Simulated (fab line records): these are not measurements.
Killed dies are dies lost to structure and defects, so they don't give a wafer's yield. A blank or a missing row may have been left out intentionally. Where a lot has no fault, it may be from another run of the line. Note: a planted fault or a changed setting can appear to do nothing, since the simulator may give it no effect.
Struck lot and sound lot, side by side -- flow sky130 -- 30 out of 708 route steps
Sound: the wafers L362.1, L362.3, L362.5. Wafers struck: L370.1, L370.2, L370.6. At the end, the cause is stated.
At each step with rows: each side's tool, then ch and its chambers, then its first start. Under that, the readings that differ: sound wafers -- struck wafers -- difference of the means -- sigmas: that difference in standard deviations of wafers without a fault.
alike: readings whose means differ by less than 2 such deviations, and words and numbers that are the same on both sides. not compared: withheld readings, readings that some wafer has no value for, bounds like >300 that may hide the same value, and numbers for which the record gives no deviation and whose values overlap.
A row with sigmas, a row that says differs or no value, or rows on one side alone: a step with any of these is where the two part. Non-overlapping numbers with no deviation appear without sigmas and do not part them. Lack of a reading on every wafer of one side parts them only where that side has two or more wafers.

SKY_METAL4_CD_MEAS_13: the cd target is 300 nm.
  sound on cd_sem-01, day 42 08:01; struck on cd_sem-02, day 44 18:06
  alike: cd_nm
SKY_METAL4_OVL_MEAS_14:
  sound on overlay-01, day 42 08:08; struck on overlay-01, day 44 18:13
  alike: METAL4_OVL
then, 1 step without rows for these wafers: SKY_METAL4_DESCUM_15 (chemistry O2, time 8 s).
SKY_METAL4_ETCH_16: etches BARC in N2/H2, stops on SiO2, time 88.2 s, target depth 60 nm.
  sound on rie_metal-01 ch 0, day 42 08:14; struck on rie_metal-02 ch 0,1, day 44 18:17
  alike: chamber_pressure_mTorr, drypump_motor_current_A, oes_product_au, throttle_valve_pct
  not compared: rf_hours_counter_h
then, 1 step without rows for these wafers: SKY_METAL4_ETCH_17 (etches SiO2 in C4F8/O2/Ar, stops on TiN, time 3.9 s, target depth 15 nm).
SKY_METAL4_METAL_ETCH_18: etches the open film in Cl2/BCl3, stops on SiO2, target depth 845 nm, time 189.4 s.
  sound on rie_metal-02 ch 0,1, day 42 08:27; struck on rie_metal-03 ch 0,1, day 44 18:25
  alike: chamber_pressure_mTorr, drypump_motor_current_A, oes_product_au, throttle_valve_pct
  not compared: rf_hours_counter_h
SKY_METAL4_STRIP_19: strips in O2/N2.
  sound on plasma_asher-03 ch 0,1, day 42 08:38; struck on plasma_asher-03 ch 0,1, day 44 18:35
  alike: chamber_pressure_mTorr, drypump_motor_current_A, oes_product_au, strip_time_to_endpoint_s
  not compared: rf_hours_counter_h
then, 4 steps without rows for these wafers: SKY_METAL4_STRIP_20 (strips in post etch residue remover, time 1200 s); SKY_METAL4_CLEAN_21 (cleans in IPA, time 180 s); SKY_METAL4_CLEAN_22 (cleans in O3/DIW); SKY_VIA4_HDPCVD_00 (deposits SiO2, target thk 1750 nm, time 291.7 s).
SKY_VIA4_THK_MEAS_01:
  sound on film_metro-03, day 42 09:24; struck on film_metro-01, day 44 19:24
reading,sound,struck,difference,sigmas
VIA4_HDPCVD_THK (nm),1710 1730 1756,1799 1780 1793,+59,+3
SKY_VIA4_CMP_02: polishes SiO2.
  sound on cmp-01 ch 0,1, day 42 09:38; struck on cmp-02 ch 2,3, day 44 19:28
  no value came back on the struck wafers for any of 5 readings (edge_zone_pressure_frac, head_pressure_psi (psi) and others); on the sound wafers edge_zone_pressure_frac reads 0.997 1.005 1.005
reading,sound,struck,difference,sigmas
model.SiO2_of_VIA4_HDPCVD_00.thk_nm (nm),578.3 578.7 578.7,1800 1780 1792,+1212,
SKY_VIA4_BOW_MEAS_03:
  sound on film_metro-03, day 42 09:54; struck on film_metro-03, day 44 19:46
reading,sound,struck,difference,sigmas
VIA4_BOW (um),85 83 77,142 161 148,+69,+9
then, 7 steps without rows for these wafers: SKY_VIA4_DEHYDRATE_04 (time 60 s); SKY_VIA4_HMDS_05 (prime time 60 s); SKY_VIA4_COAT_06 (resist thk 1140 nm); SKY_VIA4_SOFTBAKE_07 (time 60 s); SKY_VIA4_EXPOSE_08 (exposes mask VIM4, target cd 800 nm); SKY_VIA4_PEB_09; SKY_VIA4_DEVELOP_10 (develop time 60 s).
SKY_VIA4_OVL_MEAS_11:
  sound on overlay-02, day 43 08:46; struck on overlay-01, day 45 17:22
  alike: VIA4_OVL
SKY_VIA4_ETCH_12: etches SiO2 in C4F8/O2/Ar, stops on TiN, target depth 580 nm.
  sound on rie_diel-04 ch 1,2,3, day 43 08:48; struck on rie_diel-04 ch 1,3, day 45 17:24
reading,sound,struck,difference,sigmas
oes_product_au (a.u.),0.927 0.927 0.924,1.597 1.633 1.598,+0.683,+99 or more
model.etch.depth_nm (nm),578.3 578.7 578.7,644.5 662.6 643.9,+71.8,
model.VIA4.feature_depth_nm (nm),578.3 578.7 578.7,644.5 662.6 643.9,+71.8,
  alike: chamber_pressure_mTorr
SKY_VIA4_STRIP_13: strips in O2/N2.
  sound on plasma_asher-01 ch 0,1, day 43 08:52; struck on plasma_asher-01 ch 0,1, day 45 17:28
  alike: chamber_pressure_mTorr, drypump_motor_current_A, oes_product_au, strip_time_to_endpoint_s
  not compared: rf_hours_counter_h
then, 4 steps without rows for these wafers: SKY_VIA4_STRIP_14 (strips in post etch residue remover, time 1200 s); SKY_VIA4_CLEAN_15 (cleans in IPA, time 180 s); SKY_VIA4_CLEAN_16 (cleans in O3/DIW); SKY_VIA4_SPUTTER_17 (material TiN, target thk 20 nm, time 80 s).
SKY_VIA4_CVD_18: deposits W, target thk 505 nm, time 152.14 s.
  sound on cvd_w-01 ch 0, day 43 09:32; struck on cvd_w-01 ch 0,1, day 45 18:10
  alike: heater_power_outer_w, heater_power_w
SKY_VIA4_CMP_21: polishes, stops on SiO2, t overpolish 25 s, target thk 0 nm.
  sound on cmp-01 ch 0,1,2, day 43 09:58; struck on cmp-02 ch 0,1, day 45 18:32
reading,sound,struck,difference,sigmas
model.SiO2_of_VIA4_HDPCVD_00.thk_nm (nm),572.8 573.2 573.2,1794 1774 1786,+1212,
  alike: edge_zone_pressure_frac, head_pressure_psi, motor_current_A, retaining_ring_pressure_frac, slurry_flow_ml_min

WHERE THEY PART
Earliest at SKY_VIA4_THK_MEAS_01; latest, in this record, at SKY_VIA4_ETCH_12. Later steps at which nothing parts them and some readings are alike: SKY_VIA4_STRIP_13, SKY_VIA4_CVD_18, SKY_VIA4_CMP_21.

WHY: what had been put in by the simulator
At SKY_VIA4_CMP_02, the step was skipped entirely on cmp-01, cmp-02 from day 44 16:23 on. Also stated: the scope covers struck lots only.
